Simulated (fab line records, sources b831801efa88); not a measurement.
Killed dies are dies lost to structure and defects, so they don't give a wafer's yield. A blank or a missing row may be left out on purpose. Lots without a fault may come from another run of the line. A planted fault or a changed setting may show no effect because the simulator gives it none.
fab line records | flow gf180mcu
record lots=14 wafers=40 last_day=34
route steps=602 shown NWELL@52 LVPWELL@61 VT_IMPLANT@109
lots that met no fault: from a run of the same line without faults
start_h: hours from the record's first day to the start of the lot's first wafer shown | wait_h: hours since the lot's step before | " the same as in the row above | L1.1+2: a row that stands for several wafers | - no value, or no start given | * or withheld: withheld | < > ~ a bound
route shown NAME@n: a module of which the file shows steps, and the number in the route of the first | usual: mean/standard deviation of fault-free wafers | same: alike in all rows | chamber/n: place in a boat | sites: the reading at each site | _std_site: their standard deviation | _edge_site: outer sites' mean less inner sites' | radius_mm: how far each site lies from the wafer's centre | mask NAME#n: copy n | behind: the tool/chamber that last shaped the wafer | hold: why the lot was held/for how many hours/how that ended | device: the transistor (n, p or np) that didn't switch | end of line: the same wafers' tests at the end of the route | a step without rows: its recipe alone | killed: dies lost to structure and defects at the first sort, not the wafer's yield | map: a wafer's dies, x killed, . not, _ none there
set.NAME: the setting as run; set.NAME@STEP: as run at that earlier step | model.NAME: the simulator's own value behind a step, which no gauge read
steps of the route over a sample of lots; a table a step, a row a wafer
services: from which hour (start_h, from the record's first day; less than 0 if before it) a tool's chamber was out of use, for how many hours, and why
## steps
# step GF_NWELL_STRIP_10
# recipe chemistry=O2/N2 power_w=1400 pressure_mtorr=1500 platen_temp_c=250 o2_flow_sccm=3000 n2_flow_sccm=300 overash_fraction=0.5
# usual drypump_motor_current_A=5.74/0.19 heater_power_w=342/14 oes_product_au=0.722/0.0043 strip_time_to_endpoint_s=36.96/0.1
# columns lot.wafer tool chamber start_h wait_h drypump_motor_current_A heater_power_w oes_product_au rf_hours_counter_h strip_time_to_endpoint_s
L186.1 plasma_asher-01 0 56.55 0.1 6.00 334 0.719 37 36.82
L186.5 " 0 " " 5.97 340 0.726 - 36.86
L186.6 " 1 " " 5.59 347 0.715 - 36.87
L189.2 plasma_asher-03 1 72.53 0.1 5.59 319 0.723 44 36.82
L189.3 " 1 " " 5.63 322 0.725 - 36.74
L189.6 " 1 " " 5.57 320 0.721 - 36.75
L191.1 plasma_asher-03 0 81.68 0.1 5.81 344 0.721 45 36.88
L191.2 " 1 " " 5.62 321 0.722 45 37.01
L191.6 " 1 " " 5.64 326 0.730 - 36.97
L193.2 plasma_asher-03 0 98.53 0.1 5.83 341 0.723 47 36.98
L193.4 " 1 " " 5.61 321 0.717 - 37.03
L193.5 " 1 " " 5.62 321 0.726 - 37.10
L194.1 plasma_asher-04 0 102.40 0.1 5.95 355 0.731 31 36.95
L194.4 " 0 " " 5.96 360 0.723 - 36.96
L194.6 " 1 " " 5.47 372 0.717 - 36.92
L196.1 plasma_asher-01 0 109.70 0.1 6.00 332 0.728 43 37.13
L196.3 " 0 " " 6.03 331 0.718 - 37.13
L196.6 " 1 " " 5.59 347 0.723 - 37.04
L197.3 plasma_asher-01 0 116.58 0.1 6.01 342 0.733 - 36.93
L197.5 " 0 " " 6.01 335 0.726 - 36.96
L197.6 " 1 " " 5.60 343 0.723 - 36.88
L198.1 plasma_asher-04 1 120.65 0.1 5.43 363 0.718 33 36.82
L198.3 " 1 " " 5.46 355 0.724 - 36.84
L198.6 " 0 " " 5.97 363 0.723 - 36.86
L199.1 plasma_asher-01 1 126.60 0.1 5.60 347 0.722 45 36.90
L199.3 " 0 " " 6.00 340 0.723 - 36.93
L199.4 " 1 " " 5.59 333 0.718 - 36.87
L200.2 plasma_asher-03 0 132.05 0.1 5.83 341 0.719 50 36.90
L200.3 " 1 " " 5.59 317 0.720 - 36.87
L200.6 " 0 " " 5.83 348 0.725 - 36.93
L201.1 plasma_asher-04 0 137.90 0.1 5.96 358 0.726 34 36.94
L201.4 " 0 " " 5.95 363 0.727 - 36.95
L203.1 plasma_asher-04 1 147.85 0.1 5.46 365 0.726 35 37.02
L203.6 " 1 " " 5.50 353 0.722 - 36.95
L204.1 plasma_asher-03 0 158.28 0.1 5.87 339 0.715 53 36.94
L204.2 " 1 " " 5.64 322 0.726 53 37.06
L204.6 " 0 " " 5.83 346 0.722 - 36.99
L207.2 plasma_asher-04 1 177.70 0.1 5.50 358 0.725 38 36.90
L207.3 " 0 " " 5.95 367 0.726 - 36.97
L207.6 " 1 " " 5.48 363 0.720 - 37.06
# step GF_LVPWELL_OVL_MEAS_07
# usual LVPWELL_OVL=-0.8/1.5
# columns lot.wafer tool chamber start_h wait_h LVPWELL_OVL[nm]
L186.1 overlay-01 - 68.89 - -1.2
L186.5 " - " " -4.0
L186.6 " - " " -1.1
L189.2 overlay-01 - 85.87 - 0.4
L189.3 " - " " 1.7
L189.6 " - " " 1.4
L191.1 overlay-01 - 95.67 - 0.6
L191.2 " - " " -1.3
L191.6 " - " " 0.4
L193.2 overlay-01 - 112.54 - -2.0
L193.4 " - " " -2.4
L193.5 " - " " -1.1
L194.1 overlay-02 - 116.57 - -1.0
L194.4 " - " " -3.1
L194.6 " - " " -2.9
L196.1 overlay-01 - 124.32 - -2.7
L196.3 " - " " -3.3
L196.6 " - " " -1.3
L197.3 overlay-02 - 131.38 - 1.7
L197.5 " - " " 1.0
L197.6 " - " " 1.4
L198.1 overlay-02 - 135.54 - 0.0
L198.3 " - " " -0.9
L198.6 " - " " -0.4
L199.1 overlay-01 - 141.54 - -1.1
L199.3 " - " " 0.1
L199.4 " - " " -0.2
L200.2 overlay-02 - 146.57 - -0.6
L200.3 " - " " -0.7
L200.6 " - " " -2.7
L201.1 overlay-01 - 153.16 - 1.1
L201.4 " - " " 1.1
L203.1 overlay-02 - 163.89 - 0.7
L203.6 " - " " 0.6
L204.1 overlay-02 - 174.61 - -1.7
L204.2 " - " " -1.5
L204.6 " - " " -4.3
L207.2 overlay-02 - 194.67 - 0.3
L207.3 " - " " -0.4
L207.6 " - " " 1.3
# step GF_LVPWELL_STRIP_10
# recipe chemistry=O2/N2 power_w=1400 pressure_mtorr=1500 platen_temp_c=250 o2_flow_sccm=3000 n2_flow_sccm=300 overash_fraction=0.5
# usual drypump_motor_current_A=5.81/0.23 heater_power_w=350/16 oes_product_au=0.722/0.0047 strip_time_to_endpoint_s=37.02/0.11
# columns lot.wafer tool chamber start_h wait_h drypump_motor_current_A heater_power_w oes_product_au rf_hours_counter_h strip_time_to_endpoint_s
L186.1 plasma_asher-02 1 69.22 0.1 6.10 370 0.725 40 37.09
L186.5 " 0 " " 5.80 326 0.723 - 37.06
L186.6 " 1 " " 6.14 369 0.728 - 37.11
L189.2 plasma_asher-01 0 86.20 0.1 5.98 330 0.716 41 37.03
L189.3 " 1 " " 5.59 347 0.718 - 37.08
L189.6 " 1 " " 5.59 337 0.724 - 36.97
L191.1 plasma_asher-02 1 96.00 0.1 6.11 366 0.732 43 36.97
L191.2 " 0 " " 5.80 321 0.730 43 36.87
L191.6 " 1 " " 6.14 377 0.725 - 36.77
L193.2 plasma_asher-01 1 112.87 0.1 5.61 342 0.724 43 37.00
L193.4 " 0 " " 5.99 325 0.717 - 37.01
L193.5 " 0 " " 6.01 325 0.721 - 36.90
L194.1 plasma_asher-01 0 116.90 0.1 6.02 334 0.723 44 37.02
L194.4 " 0 " " 6.01 344 0.723 - 37.06
L194.6 " 1 " " 5.58 346 0.718 - 36.97
L196.1 plasma_asher-04 1 124.65 0.1 5.49 372 0.728 33 37.18
L196.3 " 1 " " 5.46 369 0.717 - 37.22
L196.6 " 0 " " 5.94 367 0.722 - 37.10
L197.3 plasma_asher-04 1 131.74 0.1 5.50 362 0.723 - 36.85
L197.5 " 1 " " 5.48 364 0.721 - 36.94
L197.6 " 0 " " 5.96 358 0.720 - 36.86
L198.1 plasma_asher-04 0 135.87 0.1 5.96 362 0.718 34 37.00
L198.3 " 0 " " 5.95 362 0.720 - 37.08
L198.6 " 1 " " 5.43 355 0.728 - 37.03
L199.1 plasma_asher-02 1 141.87 0.1 6.17 374 0.715 2 36.96
L199.3 " 0 " " 5.80 329 0.718 - 37.07
L199.4 " 1 " " 6.17 363 0.721 - 37.06
L200.2 plasma_asher-02 0 146.90 0.1 5.80 333 0.719 3 36.86
L200.3 " 1 " " 6.13 375 0.725 - 36.94
L200.6 " 1 " " 6.15 360 0.713 - 36.88
L201.1 plasma_asher-02 0 153.50 0.1 5.80 328 0.725 4 37.04
L201.4 " 0 " " 5.79 328 0.728 - 37.13
L203.1 plasma_asher-01 1 164.22 0.1 5.59 339 0.722 49 37.08
L203.6 " 0 " " 6.02 334 0.724 - 36.99
L204.1 plasma_asher-04 1 174.95 0.1 5.50 359 0.719 38 36.93
L204.2 " 0 " " 5.95 355 0.721 38 36.86
L204.6 " 0 " " 5.95 357 0.711 - 36.98
L207.2 plasma_asher-04 1 195.00 0.1 5.48 359 0.721 40 37.00
L207.3 " 0 " " 5.95 367 0.723 - 37.15
L207.6 " 0 " " 5.96 350 0.718 - 36.90
# step GF_VT_IMPLANT_IMPLANT_19
# recipe species=As energy_kev=100 dose_cm2=4.35e+12 tilt_deg=7
# usual beam_energy_keV=100.00/0.032 beam_on_s=9.99/0.19 faraday_current_uA=24.6/0.46 tilt_deg=7.002/0.019
# columns lot.wafer tool chamber start_h wait_h beam_energy_keV beam_on_s faraday_current_uA tilt_deg
L186.1 implanter-03 0 125.38 0.0 99.90 9.74 25.2 7.001
L186.5 " 0 " " 99.94 9.80 25.1 6.974
L186.6 " 0 " " 99.98 9.76 25.1 6.994
L189.2 implanter-04 0 144.78 0.0 100.01 9.97 24.6 7.019
L189.3 " 0 " " 100.02 10.21 24.0 7.004
L189.6 " 0 " " 99.99 10.32 23.8 7.012
L191.1 implanter-02 0 155.18 0.0 100.02 9.90 24.8 7.015
L191.2 " 0 " " 100.01 9.78 25.0 6.989
L191.6 " 0 " " 100.03 9.91 24.8 6.993
L193.2 implanter-04 0 175.58 0.0 99.99 10.00 24.5 7.042
L193.4 " 0 " " 100.00 9.99 24.5 7.022
L193.5 " 0 " " 99.98 10.05 24.4 7.022
L194.1 implanter-04 0 179.48 0.0 100.05 10.10 24.3 7.021
L194.4 " 0 " " 100.04 10.10 24.2 7.000
L194.6 " 0 " " 100.02 9.87 24.8 6.997
L196.1 implanter-03 0 189.50 0.0 100.04 9.75 25.1 6.967
L196.3 " 0 " " 100.01 10.09 24.4 6.969
L196.6 " 0 " " 100.05 10.24 23.9 6.974
L197.3 implanter-04 0 197.20 0.1 100.02 10.23 24.0 6.979
L197.5 " 0 " " 99.98 9.88 24.8 7.009
L197.6 " 0 " " 100.01 10.08 24.4 7.007
L198.1 implanter-02 0 202.05 0.0 100.03 9.93 24.8 7.017
L198.3 " 0 " " 100.02 9.69 25.2 7.010
L198.6 " 0 " " 100.01 10.01 24.5 7.022
L199.1 implanter-03 0 207.45 0.0 100.00 9.88 24.7 6.995
L199.3 " 0 " " 100.00 9.86 24.8 6.993
L199.4 " 0 " " 99.98 9.64 25.4 7.025
L200.2 implanter-03 0 215.60 0.0 99.99 9.84 24.9 6.981
L200.3 " 0 " " 100.01 9.96 24.7 6.994
L200.6 " 0 " " 100.01 9.93 24.8 7.013
L201.1 implanter-03 0 222.15 0.0 100.03 7.92 30.9 7.019
L201.4 " 0 " " 100.01 8.15 30.1 6.992
L203.1 implanter-03 0 235.05 0.0 100.06 7.69 31.9 7.006
L203.6 " 0 " " 99.99 10.39 23.6 6.995
L204.1 implanter-02 0 247.15 0.0 99.98 10.10 24.3 6.998
L204.2 " 0 " " 99.99 10.10 24.2 7.006
L204.6 " 0 " " 99.98 9.75 25.1 7.006
L207.2 implanter-02 0 267.77 0.0 100.03 9.93 24.8 7.006
L207.3 " 0 " " 100.04 10.24 24.1 6.986
L207.6 " 0 " " 100.04 9.95 24.7 7.043
# step GF_VT_IMPLANT_TW_MEAS_21
# usual VT_IMPLANT_2_TW=1205/5.3
# columns lot.wafer tool chamber start_h wait_h VT_IMPLANT_2_TW
L186.1 film_metro-04 - 125.63 0.1 1214
L186.5 " - " " 1202
L186.6 " - " " 1210
L189.2 film_metro-04 - 145.01 0.1 1206
L189.3 " - " " 1211
L189.6 " - " " 1203
L191.1 film_metro-04 - 155.43 0.1 1207
L191.2 " - " " 1208
L191.6 " - " " 1205
L193.2 film_metro-02 - 175.82 0.1 1198
L193.4 " - " " 1200
L193.5 " - " " 1204
L194.1 film_metro-03 - 179.73 0.1 1201
L194.4 " - " " 1204
L194.6 " - " " 1209
L196.1 film_metro-02 - 189.75 0.1 1196
L196.3 " - " " 1203
L196.6 " - " " 1194
L197.3 film_metro-02 - 197.42 0.1 1207
L197.5 " - " " 1211
L197.6 " - " " 1201
L198.1 film_metro-02 - 202.30 0.1 1196
L198.3 " - " " 1208
L198.6 " - " " 1204
L199.1 film_metro-02 - 207.70 0.1 1209
L199.3 " - " " 1205
L199.4 " - " " 1208
L200.2 film_metro-03 - 215.84 0.1 1201
L200.3 " - " " 1205
L200.6 " - " " 1206
L201.1 film_metro-03 - 222.40 0.1 1117
L201.4 " - " " 1110
L203.1 film_metro-04 - 235.30 0.1 1126
L203.6 " - " " 1208
L204.1 film_metro-04 - 247.40 0.1 1210
L204.2 " - " " 1206
L204.6 " - " " 1209
L207.2 film_metro-02 - 268.01 0.1 1201
L207.3 " - " " 1205
L207.6 " - " " 1212
## services
# columns tool chamber start_h hours kind
implanter-03 - 60.96 2.8 pm
implanter-02 - 62.25 3.5 repair
plasma_asher-02 - 73.56 2.4 repair
implanter-04 - 88.51 2.5 repair
implanter-04 - 92.73 2.5 repair
implanter-02 - 96.72 4.4 pm
plasma_asher-02 - 108.75 9.0 pm
plasma_asher-02 0 108.75 9.0 vent_cycle
plasma_asher-02 1 108.75 9.0 vent_cycle
implanter-02 - 115.38 1.7 repair
plasma_asher-02 0 117.75 - clean
plasma_asher-02 1 117.75 - clean
plasma_asher-04 - 129.20 1.0 repair
implanter-03 - 133.30 5.0 repair
implanter-04 - 165.82 8.8 pm
plasma_asher-02 - 229.98 28.1 pm
plasma_asher-03 - 234.39 14.6 pm
plasma_asher-01 - 260.75 1.5 repair
## key
first_sign step=GF_VT_IMPLANT_IMPLANT_19 reading=faraday_current_uA direction=up sigmas=14 usual=24.6 struck=31.0
effect step=GF_VT_IMPLANT_IMPLANT_19 reading=beam_on_s direction=down sigmas=11 usual=9.99 struck=7.92
effect step=GF_VT_IMPLANT_TW_MEAS_21 reading=VT_IMPLANT_2_TW direction=down sigmas=16 usual=1205 struck=1118
met_at GF_VT_IMPLANT_IMPLANT_19
struck_lots L201,L203
struck_wafers L201.1,L201.4,L203.1
sort_left_out L201.1,L201.4,L203.1
tester_left_out L201,L203
not_acting_at GF_NWELL_STRIP_10,GF_LVPWELL_OVL_MEAS_07,GF_LVPWELL_STRIP_10
onset_between 215.60 222.15
fault kind=process_parameter_drift tool=implanter-03 chamber=- onset_h=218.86 steps=GF_VT_IMPLANT_IMPLANT_19 channel=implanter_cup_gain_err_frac offset=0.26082 shape=step end_h=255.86 scope=struck_wafers_only
# tester_left_out: of these lots the tester's yield and bins aren't shown, on N5 and GAA mostly nor the transistor test; their killed dies are dies lost to structure and defects alone, not to doping, threshold or leakage, so they don't give the yield
# sort_left_out: the simulated sort isn't trusted on such a fault, so these wafers' sort isn't shown, and their yield isn't known
